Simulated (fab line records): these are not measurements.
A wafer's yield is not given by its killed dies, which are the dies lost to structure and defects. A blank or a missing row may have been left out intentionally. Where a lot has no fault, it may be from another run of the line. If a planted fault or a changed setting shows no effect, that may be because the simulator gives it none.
fab line records	flow sky130
record lots=6	wafers=16	last_day=50
route steps=708 shown LI_CONTACT@371 PAD_OPEN@708
lots untouched by any fault: they come from a run of this same line in which no faults occurred
start_h: hours from the record's first day to the start of the lot's first wafer shown	wait_h: hours since the lot's step before	" the same as in the row above	L1.1+2: a single row standing in for several wafers	- value missing, or start not given	* or withheld: withheld	< > ~ a bound
route shown NAME@n: NAME is a module with steps in the file, n the number in the route of the first one	usual: mean and standard deviation over wafers with no fault	same: alike in all rows	chamber/n: place in a boat	sites: each site's reading	_std_site: their standard deviation	_edge_site: mean of outer sites minus mean of inner sites	radius_mm: for every site, how far away it sits from the centre of the wafer	mask NAME#n: copy n	behind: the last tool/chamber to shape the wafer	hold: reason for holding the lot/hours on hold/outcome of the hold	device: names the non-switching transistor (n, p or np)	end of line: at the end of the route, the tests of the same wafers	a step given without rows: its recipe and nothing more	killed: count of dies lost to structure and defects at first sort (not the wafer's yield)	map: a wafer's dies, x killed, . not, _ none there
set.NAME: the setting that was run; set.NAME@STEP: the one run at that earlier step	model.NAME: the simulator's own value behind a step, which no gauge read
lots at some steps of the route; a table a step, a row a wafer
services: the hour from which a tool's chamber was out of use, counted from the record's first day as start_h (under 0 if before that day), plus the number of hours and why
## steps
# step SKY_LI_CONTACT_EXPOSE_09
# recipe mask_id=LICM1	na=0.8	source_shape=annular	sigma_inner=0.55	sigma_outer=0.85	target_cd_nm=170	dose_mj=38
# step SKY_LI_CONTACT_PEB_10
# recipe peb_temp_c=withheld	peb_time_s=withheld	resist=KrF-thick
# step SKY_LI_CONTACT_DEVELOP_11
# recipe develop_time_s=60	resist=KrF-thick	dev_temp_c=21
# step SKY_LI_CONTACT_CD_MEAS_12
# recipe target_cd_nm=170
# usual cd_nm=169.8/1.1
lot.wafer	tool	chamber	start_h	wait_h	cd_nm
L973.1	cd_sem-02	-	740.14	-	169.2
L973.3	"	-	"	"	168.8
L973.4	"	-	"	"	171.0
L978.1	cd_sem-02	-	775.94	-	169.7
L978.5	"	-	"	"	169.8
L979.1	cd_sem-02	-	776.89	-	170.2
L979.4	"	-	"	"	167.8
L986.3	cd_sem-02	-	831.63	-	170.8
L986.4	"	-	"	"	170.2
L986.6	"	-	"	"	169.5
L987.3	cd_sem-01	-	836.43	-	170.3
L987.4	"	-	"	"	170.1
L987.6	"	-	"	"	170.0
L988.1	cd_sem-02	-	845.17	-	169.0
L988.2	"	-	"	"	168.9
L988.5	"	-	"	"	168.3
# step SKY_LI_CONTACT_OVL_MEAS_13
# usual LI_CONTACT_OVL=-5/5
lot.wafer	tool	chamber	start_h	wait_h	LI_CONTACT_OVL[nm]
L973.1	overlay-01	-	740.26	0.1	-6
L973.3	"	-	"	"	-14
L973.4	"	-	"	"	-11
L978.1	overlay-01	-	776.06	0.1	-12
L978.5	"	-	"	"	-17
L979.1	overlay-01	-	777.01	0.1	-1
L979.4	"	-	"	"	-11
L986.3	overlay-01	-	831.72	0.1	-12
L986.4	"	-	"	"	-6
L986.6	"	-	"	"	-5
L987.3	overlay-02	-	836.52	0.1	-9
L987.4	"	-	"	"	-6
L987.6	"	-	"	"	-4
L988.1	overlay-01	-	845.29	0.1	-11
L988.2	"	-	"	"	-9
L988.5	"	-	"	"	-16
# step SKY_LI_CONTACT_ETCH_14
# recipe chemistry=N2/H2	target=BARC	ion_energy_ev=200	source_w=500	bias_w=100	pressure_mtorr=30	n2_flow_sccm=100	h2_flow_sccm=200	stop_on=SiO2	time_s=45.9	target_depth_a=600
# usual drypump_motor_current_A=5.7/0.47	oes_product_au=0.854/0.0051	rf_fwd_power_W=495.3/2.2	throttle_valve_pct=13.224/0.0081
lot.wafer	tool	chamber	start_h	wait_h	drypump_motor_current_A	oes_product_au	rf_fwd_power_W	rf_hours_counter_h	throttle_valve_pct
L973.1	rie_diel-01	1	740.29	0.0	5.2	0.858	494.1	18	13.225
L973.3	"	0	"	"	5.0	0.856	500.1	12	13.233
L973.4	"	2	"	"	5.8	0.854	492.5	2	13.219
L978.1	rie_diel-01	1	776.09	0.0	5.2	0.843	492.6	20	13.220
L978.5	"	0	"	"	5.0	0.851	492.8	-	13.238
L979.1	rie_diel-03	1	777.04	0.0	6.0	0.859	497.0	11	13.221
L979.4	"	0	"	"	6.2	0.851	491.7	3	13.208
L986.3	rie_diel-01	0	831.75	0.0	5.0	0.855	496.5	15	13.223
L986.4	"	2	"	"	5.8	0.848	494.8	4	13.219
L986.6	"	0	"	"	4.9	0.859	497.3	-	13.223
L987.3	rie_diel-03	2	836.54	0.0	6.0	0.847	495.2	2	13.215
L987.4	"	0	"	"	6.2	0.852	495.3	4	13.217
L987.6	"	3	"	"	6.1	0.850	495.6	-	13.229
L988.1	rie_diel-01	1	845.33	0.0	5.2	0.856	492.7	21	13.218
L988.2	"	2	"	"	5.8	0.852	496.2	4	13.226
L988.5	"	3	"	"	5.0	0.853	497.8	-	13.221
# step SKY_LI_CONTACT_ETCH_15
# recipe target=PSG	chemistry=C4F8/O2/Ar	stop_on=Si	taper_deg=4.15	mask_material=KrF-thick	source_w=1500	bias_w=1200	pressure_mtorr=40	c4f8_flow_sccm=withheld	O2_flow_sccm=6	Ar_flow_sccm=300	time_s=withheld	target_depth_a=6000
# usual oes_product_au=0.837/0.0053	rf_fwd_power_W=1493/5.1
lot.wafer	tool	chamber	start_h	wait_h	oes_product_au	rf_fwd_power_W
L973.1	rie_diel-01	1	740.34	0.0	0.828	1485
L973.3	"	0	"	"	0.840	1492
L973.4	"	2	"	"	0.837	1482
L978.1	rie_diel-01	1	776.14	0.0	0.845	1488
L978.5	"	0	"	"	0.840	1495
L979.1	rie_diel-03	1	777.09	0.0	0.845	1499
L979.4	"	0	"	"	0.835	1489
L986.3	rie_diel-01	0	831.79	0.0	0.847	1493
L986.4	"	2	"	"	0.830	1490
L986.6	"	0	"	"	0.831	1499
L987.3	rie_diel-03	2	836.59	0.0	0.837	1487
L987.4	"	0	"	"	0.835	1491
L987.6	"	3	"	"	0.834	1491
L988.1	rie_diel-01	1	845.37	0.0	0.839	1489
L988.2	"	2	"	"	0.839	1486
L988.5	"	3	"	"	0.837	1501
# step SKY_LI_CONTACT_STRIP_16
# recipe chemistry=O2/N2	power_w=1400	pressure_mtorr=1500	platen_temp_c=withheld	o2_flow_sccm=3000	n2_flow_sccm=300	overash_fraction=0.5
# step SKY_LI_CONTACT_CLEAN_17
# recipe chemistry=NMP	time_s=600	temp_c=60	dry=n2_spin
# step SKY_LI_CONTACT_PRE_CLEAN_18
# recipe gas=Ar	time_s=5.6	bias_v=358
# step SKY_LI_CONTACT_SPUTTER_19
# recipe material=Ti	target_thk_nm=20	chamber_pressure_pa=5	power_w=2500	substrate_temp_c=200	time_s=106.37
# usual substrate_temp_c=199.99/0.18	throttle_valve_pct=29.6/0.85
lot.wafer	tool	chamber	start_h	wait_h	substrate_temp_c	throttle_valve_pct
L973.1	pvd_sputter-04	-	740.73	0.0	200.12	30.2
L973.3	"	-	"	"	199.75	28.8
L973.4	"	-	"	"	199.93	30.3
L978.1	pvd_sputter-03	-	776.53	0.0	199.80	28.6
L978.5	"	-	"	"	199.99	29.6
L979.1	pvd_sputter-03	-	777.48	0.0	200.15	28.8
L979.4	"	-	"	"	199.69	29.9
L986.3	pvd_sputter-04	-	832.18	0.0	199.95	30.5
L986.4	"	-	"	"	199.95	29.1
L986.6	"	-	"	"	199.79	28.0
L987.3	pvd_sputter-04	-	836.98	0.0	200.03	30.0
L987.4	"	-	"	"	199.67	29.9
L987.6	"	-	"	"	199.69	30.1
L988.1	pvd_sputter-04	-	845.75	0.0	199.99	29.0
L988.2	"	-	"	"	200.17	27.8
L988.5	"	-	"	"	199.92	30.5
# step SKY_LI_CONTACT_SPUTTER_20
# recipe material=TiN	target_thk_nm=20	chamber_pressure_pa=5	power_w=4000	time_s=80
# usual throttle_valve_pct=29.6/0.85
lot.wafer	tool	chamber	start_h	wait_h	throttle_valve_pct
L973.1	pvd_sputter-04	-	740.81	0.0	30.1
L973.3	"	-	"	"	28.8
L973.4	"	-	"	"	30.0
L978.1	pvd_sputter-03	-	776.61	0.0	28.4
L978.5	"	-	"	"	29.9
L979.1	pvd_sputter-03	-	777.56	0.0	28.9
L979.4	"	-	"	"	29.7
L986.3	pvd_sputter-04	-	832.26	0.0	30.4
L986.4	"	-	"	"	29.2
L986.6	"	-	"	"	28.0
L987.3	pvd_sputter-04	-	837.06	0.0	30.3
L987.4	"	-	"	"	30.0
L987.6	"	-	"	"	29.9
L988.1	pvd_sputter-04	-	845.82	0.0	29.3
L988.2	"	-	"	"	28.2
L988.5	"	-	"	"	30.1
# step SKY_LI_CONTACT_CVD_21
# recipe material=W	target_thk_nm=400	time_s=120.56	temp_c=400	pressure_torr=40
# usual heater_power_w=850/77
lot.wafer	tool	chamber	start_h	wait_h	heater_power_w	model.W_of_LI_CONTACT_CVD_21.thk_nm
L973.1	cvd_w-02	0	740.87	0.0	748	396.8
L973.3	"	0	"	"	741	397.9
L973.4	"	1	"	"	954	387.8
L978.1	cvd_w-01	1	776.67	0.0	862	420.4
L978.5	"	0	"	"	825	435
L979.1	cvd_w-01	0	777.62	0.0	814	429.2
L979.4	"	0	"	"	838	410.4
L986.3	cvd_w-02	1	832.36	0.1	944	388.1
L986.4	"	0	"	"	749	401.3
L986.6	"	1	"	"	942	391.1
L987.3	cvd_w-01	0	837.16	0.1	793	402.6
L987.4	"	1	"	"	903	399.5
L987.6	"	0	"	"	820	406.5
L988.1	cvd_w-02	1	845.89	0.0	997	400.1
L988.2	"	0	"	"	748	402.9
L988.5	"	0	"	"	765	403.6
# step SKY_LI_CONTACT_RS_MEAS_22
# recipe thk_meas_gauge=four-point-probe	reads=W_of_LI_CONTACT_CVD_21+TiN_of_LI_CONTACT_SPUTTER_20+Ti_of_LI_CONTACT_SPUTTER_19
# usual LI_CONTACT_W_RS=0.284/0.0053
lot.wafer	tool	chamber	start_h	wait_h	LI_CONTACT_W_RS[ohm/sq]
L973.1	film_metro-04	-	740.99	0.1	0.287
L973.3	"	-	"	"	0.286
L973.4	"	-	"	"	0.294
L978.1	film_metro-03	-	776.79	0.1	0.271
L978.5	"	-	"	"	0.261
L979.1	film_metro-01	-	777.74	0.1	0.265
L979.4	"	-	"	"	0.277
L986.3	film_metro-03	-	832.49	0.1	0.294
L986.4	"	-	"	"	0.283
L986.6	"	-	"	"	0.292
L987.3	film_metro-04	-	837.28	0.1	0.283
L987.4	"	-	"	"	0.285
L987.6	"	-	"	"	0.280
L988.1	film_metro-04	-	846.01	0.1	0.285
L988.2	"	-	"	"	0.282
L988.5	"	-	"	"	0.282
# step SKY_LI_CONTACT_THK_MEAS_23
# recipe thk_meas_gauge=xrf	reads=W_of_LI_CONTACT_CVD_21
# usual LI_CONTACT_W_THK=393/7.8
lot.wafer	tool	chamber	start_h	wait_h	LI_CONTACT_W_THK[nm]
L973.1	film_metro-04	-	741.11	0.1	396
L973.3	"	-	"	"	396
L973.4	"	-	"	"	387
L978.1	film_metro-03	-	776.91	0.1	412
L978.5	"	-	"	"	426
L979.1	film_metro-01	-	777.86	0.1	419
L979.4	"	-	"	"	399
L986.3	film_metro-03	-	832.59	0.1	374
L986.4	"	-	"	"	391
L986.6	"	-	"	"	380
L987.3	film_metro-04	-	837.38	0.1	398
L987.4	"	-	"	"	393
L987.6	"	-	"	"	401
L988.1	film_metro-04	-	846.13	0.1	395
L988.2	"	-	"	"	397
L988.5	"	-	"	"	400
# step SKY_LI_CONTACT_CMP_24
# recipe stop_on=PSG	t_overpolish_s=20	down_force_psi=3.5	platen_rpm=60	target_thk_nm=0	pad_velocity_m_s=0.94248
# usual motor_current_A=10.3/0.7	overpolish_run_s=20.000/0.0088	retaining_ring_pressure_frac=1.000/0.0052	time_to_endpoint_s=95/4.9
lot.wafer	tool	chamber	start_h	wait_h	motor_current_A	overpolish_run_s	retaining_ring_pressure_frac	time_to_endpoint_s
L973.3	cmp-02	1	741.22	0.1	10.7	20.006	0.995	89
L973.1	"	2	"	"	9.1	19.997	0.996	98
L973.4	"	3	"	"	9.3	20.000	0.991	89
L978.1	cmp-01	3	777.12	0.2	10.9	19.996	1.000	99
L978.5	"	0	"	"	10.8	20.011	1.000	100
L979.1	cmp-01	3	777.92	0.1	11.3	19.994	0.991	96
L979.4	"	2	"	"	10.3	19.994	0.997	94
L986.4	cmp-01	3	832.73	0.1	11.1	19.994	0.999	90
L986.3	"	0	"	"	10.1	20.007	1.013	87
L986.6	"	1	"	"	11.3	20.003	0.998	88
L987.4	cmp-01	2	837.42	0.0	10.1	20.000	0.997	94
L987.3	"	0	"	"	10.7	19.994	0.992	88
L987.6	"	2	"	"	10.1	20.011	1.001	93
L988.1	cmp-01	1	846.19	0.1	11.0	19.991	1.004	93
L988.2	"	0	"	"	10.3	20.005	1.007	92
L988.5	"	2	"	"	11.1	19.991	1.002	99
# step SKY_PAD_OPEN_PROBE_99
# usual killed_at_M0_to_M3=44/7	killed_at_M4_up=3.1/1.8	killed_at_contacts=25/5.1	killed_at_front_end=15/4.3	killed_at_other=0.3/0.61	killed_dies=87/9.8	killed_open=48/7	killed_short=38/6.3
# same gross_dies=492	killed_at_back_side=0
lot.wafer	tool	chamber	start_h	wait_h	killed_at_M0_to_M3	killed_at_M4_up	killed_at_contacts	killed_at_front_end	killed_at_other	killed_dies	killed_open	killed_short
L979.1	prober-01	-	1150.87	0.1	36	6	21	14	0	77	47	30
L979.4	prober-01	-	1151.02	0.2	44	2	24	13	0	83	43	40
L988.1	prober-02	-	1193.69	0.1	45	1	33	9	1	89	49	40
L988.2	prober-02	-	1193.74	0.1	38	1	27	15	1	82	55	26
L988.5	prober-02	-	1193.89	0.2	44	1	25	9	1	80	51	29
# killed by level:class
L979.1 LI_CONTACT:geometric_particle:open=10 VIA1:geometric_particle:open=10 FIELD_ISO:geometric_particle:short=6 METAL1:geometric_particle:short=6 VIA3:geometric_particle:open=5 VIA2:geometric_particle:open=4 LOCAL_INTERCONNECT:geometric_particle:short=4 CONTACT:geometric_particle:open=4
L979.4 CONTACT:geometric_particle:short=9 VIA1:geometric_particle:open=8 VIA3:geometric_particle:open=8 FIELD_ISO:geometric_particle:open=5 CONTACT:geometric_particle:open=5 VIA1:geometric_particle:short=5 VIA2:geometric_particle:open=5 VIA3:geometric_particle:short=5
L988.1 VIA1:geometric_particle:open=11 CONTACT:geometric_particle:open=10 LI_CONTACT:geometric_particle:open=8 VIA3:geometric_particle:open=7 LOCAL_INTERCONNECT:geometric_particle:short=6 CONTACT:geometric_particle:short=6 METAL3:geometric_particle:short=5 METAL1:geometric_particle:short=3
L988.2 CONTACT:geometric_particle:open=18 VIA1:geometric_particle:open=8 VIA3:geometric_particle:open=7 FIELD_ISO:geometric_particle:open=6 LI_CONTACT:geometric_particle:open=6 METAL2:geometric_particle:short=5 METAL3:geometric_particle:short=4 METAL1:geometric_particle:short=4
L988.5 VIA1:geometric_particle:open=17 CONTACT:geometric_particle:open=10 LI_CONTACT:geometric_particle:open=6 METAL1:geometric_particle:short=6 VIA2:geometric_particle:open=5 METAL2:geometric_particle:short=5 LOCAL_INTERCONNECT:geometric_particle:open=4 VIA1:geometric_particle:short=4
## services
tool	chamber	start_h	hours	kind
pvd_sputter-03	-	719.28	15.5	repair
cmp-02	-	742.26	0.5	repair
cmp-02	-	744.00	4.0	pm
cmp-02	-	748.00	-	consumable_replace:conditioner
cmp-02	-	748.00	-	consumable_replace:pad
rie_diel-01	2	748.56	4.4	repair
rie_diel-03	2	755.01	-	clean
rie_diel-03	2	755.01	14.3	scheduled_down
rie_diel-03	2	755.01	14.3	vent_cycle
cmp-01	-	786.76	5.6	pm
cmp-02	-	808.72	0.5	repair
rie_diel-03	0	810.73	6.6	repair
cvd_w-01	-	826.28	0.9	repair
rie_diel-01	2	834.00	8.0	repair
## key
first_sign step=SKY_LI_CONTACT_RS_MEAS_22	reading=LI_CONTACT_W_RS	direction=down	sigmas=3.5	usual=0.284	struck=0.266
effect step=SKY_LI_CONTACT_THK_MEAS_23	reading=LI_CONTACT_W_THK	direction=up	sigmas=3.4	usual=393	struck=419
model_effect step=SKY_LI_CONTACT_CVD_21	value=W_of_LI_CONTACT_CVD_21.thk_nm	without=410.2	struck=428.2
met_at SKY_LI_CONTACT_CVD_21
struck_wafers L978.1,L978.5,L979.1
tester_left_out L978,L979
fault kind=process_parameter_drift	tool=cvd_w-01	chamber=-	onset_h=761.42	steps=SKY_LI_CONTACT_CVD_21	channel=target_thk_nm	offset=17.748	shape=step	end_h=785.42	scope=struck_wafers_only	acts_in=these_recipes_only	stated=400
# tester_left_out: of these lots the tester's yield and bins aren't shown, on N5 and GAA mostly nor the transistor test; their killed dies are dies lost to structure and defects alone, not to doping, threshold or leakage, so they don't give the yield
